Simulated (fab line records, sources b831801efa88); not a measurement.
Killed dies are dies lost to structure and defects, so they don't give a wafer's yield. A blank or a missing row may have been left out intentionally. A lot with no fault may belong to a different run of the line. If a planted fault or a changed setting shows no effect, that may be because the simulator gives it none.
What tool caused it? + flow sky130 + 12 lots with 36 wafers sampled at 3 steps, on a route of 708 steps

## WHAT THE GAUGES SHOWED, per wafer
SKY_VIA2_THK_MEAS_23: measures by xrf. Usual: VIA2_W_THK 434 nm, standard deviation 7.6.
| lot  | measured     | on            | VIA2_W_THK (nm) | flag |
|------|--------------|---------------|-----------------|------|
| L152 | day 36 02:22 | film metro-03 | 440 458 442     |      |
| L153 | day 36 16:32 | film metro-02 | 429 442 426     |      |
| L155 | day 37 10:37 | film metro-01 | 423 438 445     |      |
| L156 | day 37 16:14 | film metro-03 | 429 434 436     |      |
| L161 | day 39 09:27 | film metro-03 | 428 447 434     |      |
| L164 | day 40 05:46 | film metro-03 | 434 439 426     |      |
| L165 | day 40 09:05 | film metro-01 | 431 430 430     |      |
| L168 | day 41 09:11 | film metro-01 | 428 437 443     |      |
| L170 | day 41 23:53 | film metro-03 | 423 440 422     |      |
| L171 | day 42 03:06 | film metro-03 | 444 436 434     |      |
| L173 | day 42 20:31 | film metro-03 | 431 425 433     |      |
| L174 | day 42 21:19 | film metro-01 | 440 438 438     |      |

## EACH LOT AND THE TOOL THAT RAN IT (in order: tool; ch and the chambers of the sampled wafers; start)
| lot  | SKY_VIA2_ETCH_14                   | SKY_VIA2_ETCH_15                   |
|------|------------------------------------|------------------------------------|
| L152 | rie diel-04 ch 1,2,3, day 36 01:19 | rie diel-04 ch 1,2,3, day 36 01:21 |
| L153 | rie diel-04 ch 0,2,3, day 36 15:29 | rie diel-04 ch 0,2,3, day 36 15:32 |
| L155 | rie diel-02 ch 1,3, day 37 09:34   | rie diel-02 ch 1,3, day 37 09:37   |
| L156 | rie diel-03 ch 0,1,3, day 37 15:13 | rie diel-03 ch 0,1,3, day 37 15:16 |
| L161 | rie diel-03 ch 0,2,3, day 39 08:25 | rie diel-03 ch 0,2,3, day 39 08:28 |
| L164 | rie diel-02 ch 0,2,3, day 40 04:44 | rie diel-02 ch 0,2,3, day 40 04:47 |
| L165 | rie diel-04 ch 1,2,3, day 40 08:02 | rie diel-04 ch 1,2,3, day 40 08:05 |
| L168 | rie diel-04 ch 1,2,3, day 41 08:10 | rie diel-04 ch 1,2,3, day 41 08:13 |
| L170 | rie diel-03 ch 0,1,3, day 41 22:46 | rie diel-03 ch 0,1,3, day 41 22:49 |
| L171 | rie diel-04 ch 0,1, day 42 02:02   | rie diel-04 ch 0,1, day 42 02:05   |
| L173 | rie diel-04 ch 0,1,2, day 42 19:28 | rie diel-04 ch 0,1,2, day 42 19:31 |
| L174 | rie diel-03 ch 0,1,2, day 42 20:16 | rie diel-03 ch 0,1,2, day 42 20:19 |
- SKY_VIA2_ETCH_14: etches BARC in N2/H2, stops on SiO2, time 45.9 s, target depth 60 nm.
- SKY_VIA2_ETCH_15: etches SiO2 in C4F8/O2/Ar, stops on TiN, target depth 546 nm, time 84 s.

## AS READ BY THE TOOLS THEMSELVES (means over the sampled wafers that have a number; for cases with no such wafer, the mark the record gives instead)
SKY_VIA2_ETCH_14. Usual: drypump motor current A 5.5 A, standard deviation 0.46; oes product au 0.854 a.u., standard deviation 0.0046; throttle valve pct 13.224 %, standard deviation 0.0094.
| lot  | tool        | drypump motor current A (A) | oes product au (a.u.) | throttle valve pct (%) | flag |
|------|-------------|-----------------------------|-----------------------|------------------------|------|
| L152 | rie diel-04 | 5.6                         | 0.853                 | 13.214                 |      |
| L153 | rie diel-04 | 5.2                         | 0.852                 | 13.219                 |      |
| L155 | rie diel-02 | 5.3                         | 0.854                 | 13.226                 |      |
| L156 | rie diel-03 | 5.5                         | 0.857                 | 13.220                 |      |
| L161 | rie diel-03 | 5.9                         | 0.855                 | 13.222                 |      |
| L164 | rie diel-02 | 5.5                         | 0.848                 | 13.230                 |      |
| L165 | rie diel-04 | 5.6                         | 0.855                 | 13.219                 |      |
| L168 | rie diel-04 | 5.6                         | 0.851                 | 13.209                 |      |
| L170 | rie diel-03 | 5.5                         | 0.853                 | 13.226                 |      |
| L171 | rie diel-04 | 5.4                         | 0.854                 | 13.211                 |      |
| L173 | rie diel-04 | 5.5                         | 0.852                 | 13.239                 |      |
| L174 | rie diel-03 | 5.7                         | 0.858                 | 13.227                 |      |

SKY_VIA2_ETCH_15. Usual: oes product au reads 0.940 a.u. (standard deviation 0.0048).
| lot  | tool        | oes product au (a.u.) | flag |
|------|-------------|-----------------------|------|
| L152 | rie diel-04 | 0.939                 |      |
| L153 | rie diel-04 | 0.942                 |      |
| L155 | rie diel-02 | 0.941                 |      |
| L156 | rie diel-03 | 0.943                 |      |
| L161 | rie diel-03 | 0.942                 |      |
| L164 | rie diel-02 | 0.936                 |      |
| L165 | rie diel-04 | 0.940                 |      |
| L168 | rie diel-04 | 0.942                 |      |
| L170 | rie diel-03 | 0.941                 |      |
| L171 | rie diel-04 | 0.940                 |      |
| L173 | rie diel-04 | 0.944                 |      |
| L174 | rie diel-03 | 0.934                 |      |

## THE ANSWER, worked out from the rows above alone
Rule: a lot is off if the mean of its wafers that have a number lies more than 3 standard deviations from the usual mean. A lot without any number at a reading at which 4 lots or more have one is off too. Where the step has rows for the other lots, those lots are counted as sound. First the gauges in route order, then the tools' own readings, where a lot's mean is used as printed above. At the first step where some lot is off, the reading lying furthest off is the one used; lots without a number count as furthest.
No lot is off at any reading shown: from this, nothing can be told.

## WHAT THE SIMULATOR HAD INSERTED
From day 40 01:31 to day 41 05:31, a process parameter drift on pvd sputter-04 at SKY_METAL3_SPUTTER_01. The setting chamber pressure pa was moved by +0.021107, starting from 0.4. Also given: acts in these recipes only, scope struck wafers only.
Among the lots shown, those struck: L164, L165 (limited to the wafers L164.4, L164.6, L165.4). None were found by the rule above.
